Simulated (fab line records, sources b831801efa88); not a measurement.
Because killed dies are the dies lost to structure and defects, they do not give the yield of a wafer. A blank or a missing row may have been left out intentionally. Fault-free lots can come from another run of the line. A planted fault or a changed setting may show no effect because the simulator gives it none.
Chamber matching -- flow sfqLine -- SFQ_TRILAYER_I1_VIA_BARC_OPEN_VIA_ETCH_071 on rieDiel-04: 4 sister chambers
The step etches BARC in O2, target depth 125 nm, time 41.7 s. 16 wafers are shown with their chamber, then 8 later ones without.

WAFERS WITH THEIR CHAMBER
wafer,chamber,drypumpMotorCurrentA (A),runLengthS (s),oesProductAu (a.u.)
L355.1,0,5.5,69.8,0.685
L355.4,1,6.3,70.0,0.696
L355.6,1,6.3,69.7,0.687
L357.1,2,6.2,69.9,0.683
L357.3,0,5.4,69.8,0.673
L357.4,1,6.2,69.9,0.685
L364.1,0,5.5,69.6,0.684
L364.3,2,6.2,70.0,0.675
L364.6,2,6.2,69.9,0.674
L367.3,1,6.3,70.0,0.687
L367.5,0,5.5,69.2,0.684
L367.6,3,5.6,69.5,0.686
L374.2,1,6.2,70.0,0.685
L374.3,2,6.2,70.2,0.688
L374.5,3,5.6,69.4,0.688
L376.2,2,6.2,70.3,0.680

SIGNATURES, as means of the wafers listed above
reading,chamber 0,chamber 1,chamber 2,chamber 3,scatter within a chamber
drypumpMotorCurrentA,5.475,6.260,6.200,5.600,0.0403
runLengthS,69.600,69.920,70.060,69.450,0.193
oesProductAu,0.68150,0.68800,0.68000,0.68700,0.00514
Rule: for a wafer and a chamber, the distance is found by dividing, reading by reading, the gap between the wafer's reading and the chamber's mean by the reading's scatter, squaring, summing and taking the root. The wafer belongs to the nearest chamber; if the next one is less than 2 further off, it can't be placed. How the scatter is found: for the shown wafers, subtract from each reading the mean of its chamber, square and add these, divide the total by (wafers less chambers), then take the root.

WAFERS WITHOUT THEIR CHAMBER
wafer,drypumpMotorCurrentA (A),runLengthS (s),oesProductAu (a.u.)
L376.3,6.2,69.8,0.685
L376.6,5.6,69.7,0.682
L377.1,6.2,69.9,0.678
L377.3,6.3,69.6,0.688
L377.5,6.2,70.4,0.681
L378.1,6.2,69.7,0.686
L378.3,5.6,69.7,0.683
L378.4,6.2,69.8,0.685

WHICH CHAMBER EACH WENT THROUGH
wafer,from the rows above,in truth
L376.3,can't be placed: 2 or 1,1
L376.6,can't be placed: 3 or 0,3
L377.1,can't be placed: 2 or 1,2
L377.3,can't be placed: 1 or 2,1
L377.5,can't be placed: 2 or 1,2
L378.1,can't be placed: 1 or 2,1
L378.3,can't be placed: 3 or 0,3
L378.4,can't be placed: 2 or 1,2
Placed correctly: 0 of 8. Unplaceable from these rows: 8, with the true chamber sitting among the candidates in 8. Wrongly placed: 0.
